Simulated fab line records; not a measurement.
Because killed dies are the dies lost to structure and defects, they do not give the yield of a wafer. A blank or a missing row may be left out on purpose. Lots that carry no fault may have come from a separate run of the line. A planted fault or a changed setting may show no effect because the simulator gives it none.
Comparing a struck lot with a sound one ; flow sky130 ; 15 out of 708 route steps
Sound: the wafers L494.2, L494.3, L494.5. Wafers L496.1, L496.3, L496.4 were the ones struck. At the end, the cause is stated.
At each step with rows: each side's tool, then ch and its chambers, then its first start. Under that, the readings that differ: sound wafers ; struck wafers ; difference of the means ; sigmas: that difference in standard deviations of wafers without a fault.
alike: readings whose means differ by less than 2 such deviations, and words and numbers that are the same on both sides. not compared: withheld readings, readings that some wafer has no value for, bounds like >300 that may hide the same value, and numbers for which the record gives no deviation and whose values overlap.
The two part at a step that has a row with sigmas, a row that says differs or no value, or rows on one side only. Numbers that don't overlap but have no deviation are shown without sigmas and don't part them. A reading that every wafer of one side lacks parts them only if that side has two wafers or more.

first, 2 steps without rows for these wafers: SKY_DNWELL_DEVELOP_06 (develop time 60 s); SKY_DNWELL_IMPLANT_07.
SKY_DNWELL_STRIP_08: strips in O2/N2.
  sound on plasma_asher-02 ch 0,1, day 5 07:49; struck on plasma_asher-03 ch 0,1, day 5 23:04
  alike: drypump_motor_current_A, oes_product_au, strip_time_to_endpoint_s
  not compared: rf_hours_counter_h
SKY_DNWELL_TW_MEAS_09:
  sound on film_metro-02 at day 5 07:56; struck on film_metro-02 at day 5 23:10
  alike: DNWELL_TW
then, 7 steps without rows for these wafers: SKY_PWDE_DEHYDRATE_00 (time 60 s); SKY_PWDE_HMDS_01 (prime time 60 s); SKY_PWDE_COAT_02 (resist thk 3000 nm); SKY_PWDE_SOFTBAKE_03; SKY_PWDE_EXPOSE_04 (exposes mask PWDEM, target cd 840 nm); SKY_PWDE_PEB_05; SKY_PWDE_DEVELOP_06 (develop time 60 s).
SKY_PWDE_OVL_MEAS_07:
  sound on overlay-02 at day 6 03:05; struck on overlay-01 at day 6 17:58
  alike: PWDE_OVL
SKY_PWDE_IMPLANT_08:
  sound on implanter-01 ch 0, day 6 03:08; struck on implanter-01 ch 0, day 6 17:59
reading;sound;struck;difference;sigmas
beam_energy_keV;150.06 150.01 150.01;175.91 175.86 175.85;+25.85;+99 or more
model.implant.rp_nm (nm);440.9 440.9 440.9;484.4 484.4 484.4;+43.5;
model.implant.drp_nm (nm);97.97 97.97 97.97;103.8 103.8 103.8;+5.8;
  alike: dose_ions_cm2
SKY_PWDE_STRIP_09: strips in O2/N2.
  sound on plasma_asher-02 ch 0,1, day 6 03:16; struck on plasma_asher-04 ch 0,1, day 6 18:08
  alike: drypump_motor_current_A, oes_product_au, strip_time_to_endpoint_s
  not compared: rf_hours_counter_h
-- the record jumps here: 42 days lie between the struck wafers' starts before and after (it left off in module PWDE and takes up again in module PAD_OPEN, whose first step shown is number 708 of the route) --
SKY_PAD_OPEN_PROBE_99:
  sound on prober-01 at day 48 15:55; struck on prober-01 at day 48 23:59
reading;sound;struck;difference;sigmas
model.etest.res_p_drift_20v.line_ohm_um;1.059e+04 1.095e+04 1.064e+04;9288 8865 9126;-1634;
model.etest.res_p_drift_20v.rs_ohm_sq;8856 9094 8930;7834 7495 7681;-1290;
  alike: killed_at_M0_to_M3, killed_at_M4_up, killed_at_contacts, killed_at_front_end, killed_at_other, killed_dies, killed_open, killed_short
  not compared: model.etest.res_pwde_under_gate.rs_ohm_sq

WHERE THEY PART
Only at SKY_PWDE_IMPLANT_08, as far as this record shows. Later steps at which nothing parts them and some readings are alike: SKY_PWDE_STRIP_09, SKY_PAD_OPEN_PROBE_99.

WHY: the cause the simulator had injected
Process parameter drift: implanter-01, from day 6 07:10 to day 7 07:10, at SKY_PWDE_IMPLANT_08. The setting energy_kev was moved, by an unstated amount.
